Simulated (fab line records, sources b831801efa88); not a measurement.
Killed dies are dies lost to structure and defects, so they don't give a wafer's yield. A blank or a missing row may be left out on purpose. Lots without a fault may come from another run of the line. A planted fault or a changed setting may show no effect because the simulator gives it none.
Chamber matching | flow sfq_line | SFQ_TRILAYER_I0_DEP_PECVD_027 on pecvd-02: 3 sister chambers
The step deposits SiO2 from SiH4/N2O, time 111.11 s, target thk 500 nm. 6 wafers are shown with their chamber, then 10 later ones without.

WAFERS WITH THEIR CHAMBER
wafer  | chamber | throttle_valve_pct (%) | heater_power_w (W)
L257.1 | 1       | 25.3                   | 95
L263.3 | 0       | 25.0                   | 91
L264.3 | 0       | 24.8                   | 92
L264.6 | 2       | 23.6                   | 88
L266.4 | 2       | 23.9                   | 83
L266.5 | 1       | 25.5                   | 95

WAFERS WITHOUT THEIR CHAMBER
wafer  | throttle_valve_pct (%) | heater_power_w (W)
L266.6 | 24.7                   | 91
L268.2 | 23.7                   | 76
L268.3 | 24.7                   | 89
L268.4 | 24.0                   | 79
L269.4 | 23.8                   | 76
L269.5 | 24.8                   | 87
L269.6 | 23.8                   | 80
L272.2 | 25.2                   | 95
L272.4 | 23.9                   | 85
L272.6 | 25.3                   | 80

WHICH CHAMBER EACH WENT THROUGH
wafer  | from the rows above     | in truth
L266.6 | 0                       | 0
L268.2 | 2                       | 2
L268.3 | 0                       | 0
L268.4 | 2                       | 2
L269.4 | 2                       | 2
L269.5 | 0                       | 0
L269.6 | 2                       | 2
L272.2 | can't be placed: 1 or 0 | 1
L272.4 | 2                       | 2
L272.6 | can't be placed: 0 or 1 | 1
Placed correctly: 8 of 10. Can't be placed from these rows: 2 (the true chamber is among the candidates in 2). Placed wrongly: 0.
How it was worked out, from the rows above alone: a wafer's distance from a chamber is the root of the sum, over the readings, of the square of ((its reading less the chamber's mean) divided by the reading's scatter). The wafer belongs to the nearest chamber; if the next one is less than 2 further off, it can't be placed. A chamber's mean is the mean of its shown wafers. The scatter: the root of (the sum of the squares of (reading less its chamber's mean) over the shown wafers, divided by (wafers less chambers)).
